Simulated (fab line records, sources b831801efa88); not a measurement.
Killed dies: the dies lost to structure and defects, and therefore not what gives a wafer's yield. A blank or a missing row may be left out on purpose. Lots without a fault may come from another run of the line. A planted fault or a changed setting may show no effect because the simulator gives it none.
Struck lot and sound lot, side by side ; flow sky130 ; 18 steps out of a route of 708
Sound: these wafers, L105.1, L105.4, L105.6. Wafers struck: L112.1, L112.2, L112.3. The cause is named last.
Each step with rows lists, per side, the tool, then ch with its chambers, then its first start. Under that, the readings that differ: sound wafers ; struck wafers ; difference of the means ; sigmas: that difference in standard deviations of wafers without a fault.
alike: a reading whose means differ by less than 2 such deviations, as well as words and numbers matching on both sides. not compared: withheld readings; readings where some wafer has no value; bounds like >300 that might hide an equal value; numbers whose values overlap and for which the record gives no deviation.
Wherever a step has rows on one side only, a row that says differs or no value, or a row with sigmas, the two part there. When numbers do not overlap yet have no deviation, they are printed without sigmas and do not part them. Lack of a reading on every wafer of one side parts them only where that side has two or more wafers.

first, 2 steps without rows for these wafers: SKY_CONTACT_PEB_12; SKY_CONTACT_DEVELOP_13 (develop time 60 s).
SKY_CONTACT_CD_MEAS_14 targets a cd of 170 nm.
  sound: cd_sem-01 at day 33 17:30; struck: cd_sem-02 at day 35 13:35
  alike: cd_nm
SKY_CONTACT_OVL_MEAS_15:
  sound: overlay-02 at day 33 17:37; struck: overlay-02 at day 35 13:42
  alike: CONTACT_OVL
SKY_CONTACT_ETCH_16: etches BARC in N2/H2, stops on SiO2, time 45.9 s, target depth 60 nm.
  sound on rie_diel-01 ch 1,3, day 33 17:40; struck on rie_diel-03 ch 0,1,3, day 35 13:44
  alike: drypump_motor_current_A, oes_product_au, throttle_valve_pct
  not compared: rf_hours_counter_h
SKY_CONTACT_ETCH_17: etches SiO2 in C4F8/O2/Ar, stops on Si3N4, target depth 340 nm.
  sound on rie_diel-01 ch 1,3, day 33 17:42; struck on rie_diel-03 ch 0,1,3, day 35 13:47
  alike: oes_product_au
SKY_CONTACT_ETCH_18: etches Si3N4 in CHF3/O2, stops on TiN, time 39 s, target depth 75 nm.
  sound: rie_diel-01 ch 1,3; struck: rie_diel-03 ch 0,1,3
  alike: drypump_motor_current_A, oes_product_au, throttle_valve_pct
  not compared: rf_hours_counter_h
SKY_CONTACT_STRIP_19: strips in O2/N2.
  sound on plasma_asher-02 ch 0,1, day 33 17:47; struck on plasma_asher-01 ch 0,1, day 35 13:52
  alike: drypump_motor_current_A, oes_product_au, strip_time_to_endpoint_s
  not compared: rf_hours_counter_h
then, 3 steps without rows for these wafers: SKY_CONTACT_STRIP_20 (strips in post etch residue remover, time 1200 s); SKY_CONTACT_CLEAN_21 (cleans in IPA, time 180 s); SKY_CONTACT_CLEAN_22 (cleans in O3/DIW).
SKY_CONTACT_SPUTTER_23: material TiN, target thk 20 nm, time 80 s.
  sound: pvd_sputter-04 at day 33 18:23; struck: pvd_sputter-04 at day 35 14:28
  alike: throttle_valve_pct
SKY_CONTACT_CVD_24: deposits W, target thk 340 nm, time 102.12 s.
  sound on cvd_w-02 ch 0, day 33 18:27; struck on cvd_w-02 ch 1, day 35 14:31
reading;sound;struck;difference;sigmas
model.W_of_CONTACT_CVD_24.thk_nm (nm);347.4 341.9 345;406.3 405.7 408.2;+62.0;
  alike: heater_power_w, susceptor_temp_C
SKY_CONTACT_RS_MEAS_25: uses a four-point probe to measure.
  sound: film_metro-04 at day 33 18:34; struck: film_metro-03 at day 35 15:02
reading;sound;struck;difference;sigmas
CONTACT_W_RS (ohm/sq);0.329 0.335 0.332;0.282 0.283 0.281;-0.050;-12
  not compared: hold
SKY_CONTACT_THK_MEAS_26: measures by xrf.
  sound: film_metro-04 at day 33 18:41; struck: film_metro-03 at day 35 17:28
reading;sound;struck;difference;sigmas
CONTACT_W_THK (nm);337 333 336;399 399 403;+65;+14
  not compared: hold
SKY_CONTACT_CMP_27: polishes, stops on SiO2, t overpolish 15 s, target thk 0 nm.
  sound on cmp-02 ch 0,1,3, day 33 18:50; struck on cmp-01 ch 0,1,2, day 35 20:23
reading;sound;struck;difference;sigmas
hold;- - -;await_dispo/2.8h/release await_dispo/2.8h/release await_dispo/2.8h/release;no value on the sound wafers;
time_to_endpoint_s (s);80 82 83;96 93 99;+14;+4
  alike: motor_current_A, retaining_ring_pressure_frac
then, 2 steps without rows for these wafers: SKY_METAL1_SPUTTER_00 (material Ti, target thk 15 nm, time 10 s); SKY_PAD_OPEN_PROBE_99.

WHERE THEY PART
Earliest at SKY_CONTACT_RS_MEAS_25; latest, in this record, at SKY_CONTACT_CMP_27.

WHY: what the simulator had put in
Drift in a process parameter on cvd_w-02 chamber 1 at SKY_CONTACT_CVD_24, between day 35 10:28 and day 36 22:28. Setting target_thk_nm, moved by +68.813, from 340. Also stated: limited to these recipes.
